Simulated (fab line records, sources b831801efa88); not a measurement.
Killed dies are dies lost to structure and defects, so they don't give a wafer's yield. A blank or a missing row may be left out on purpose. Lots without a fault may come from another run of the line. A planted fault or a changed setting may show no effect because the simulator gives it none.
Chamber matching | flow gf180mcu | GF_V3_ETCH_16 on rie_diel-01: 4 sister chambers
The step etches BARC in N2/H2. 14 wafers are shown with their chamber, then 7 later ones without.

WAFERS WITH THEIR CHAMBER
wafer  | chamber | drypump_motor_current_A (A) | oes_product_au (a.u.) | chamber_pressure_mTorr (mTorr)
L078.3 | 0       | 5.78                        | 0.849                 | 29.970
L078.5 | 0       | 5.78                        | 0.859                 | 29.998
L078.6 | 3       | 5.72                        | 0.852                 | 29.976
L084.1 | 3       | 5.73                        | 0.849                 | 30.000
L084.3 | 1       | 6.10                        | 0.852                 | 29.949
L084.4 | 0       | 5.76                        | 0.857                 | 30.029
L087.1 | 0       | 5.76                        | 0.853                 | 30.013
L087.3 | 3       | 5.72                        | 0.851                 | 29.961
L087.4 | 1       | 6.02                        | 0.849                 | 29.986
L088.1 | 1       | 6.10                        | 0.844                 | 30.014
L088.5 | 0       | 5.76                        | 0.854                 | 29.996
L088.6 | 3       | 5.71                        | 0.849                 | 30.002
L090.1 | 3       | 5.71                        | 0.858                 | 30.036
L090.2 | 2       | 6.05                        | 0.861                 | 30.044

SIGNATURES (means of the wafers above)
reading                 | chamber 0 | chamber 1 | chamber 2 | chamber 3 | scatter within a chamber
drypump_motor_current_A | 5.7680    | 6.0733    | 6.0500    | 5.7180    | 0.0224
oes_product_au          | 0.85440   | 0.84833   | 0.86100   | 0.85180   | 0.00383
chamber_pressure_mTorr  | 30.00120  | 29.98300  | 30.04400  | 29.99500  | 0.0271
Rule: a wafer's distance from a chamber is the root of the sum, over the readings, of the square of ((its reading less the chamber's mean) divided by the reading's scatter). The wafer belongs to the nearest chamber; if the next one is less than 2 further off, it can't be placed. The scatter: the root of (the sum of the squares of (reading less its chamber's mean) over the shown wafers, divided by (wafers less chambers)).

WAFERS WITHOUT THEIR CHAMBER
wafer  | drypump_motor_current_A (A) | oes_product_au (a.u.) | chamber_pressure_mTorr (mTorr)
L090.3 | 6.05                        | 0.848                 | 29.993
L096.1 | 5.73                        | 0.841                 | 30.026
L096.2 | 6.04                        | 0.858                 | 29.938
L096.3 | 5.75                        | 0.854                 | 30.045
L097.3 | 5.72                        | 0.855                 | 29.995
L097.4 | 6.02                        | 0.850                 | 30.013
L097.5 | 5.73                        | 0.864                 | 30.051

WHICH CHAMBER EACH WENT THROUGH
wafer  | from the rows above     | in truth
L090.3 | 1                       | 1
L096.1 | can't be placed: 3 or 0 | 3
L096.2 | can't be placed: 1 or 2 | 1
L096.3 | can't be placed: 0 or 3 | 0
L097.3 | can't be placed: 3 or 0 | 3
L097.4 | can't be placed: 1 or 2 | 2
L097.5 | can't be placed: 0 or 3 | 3
Placed correctly: 1 of 7. Can't be placed from these rows: 6 (the true chamber is among the candidates in 6). Placed wrongly: 0.
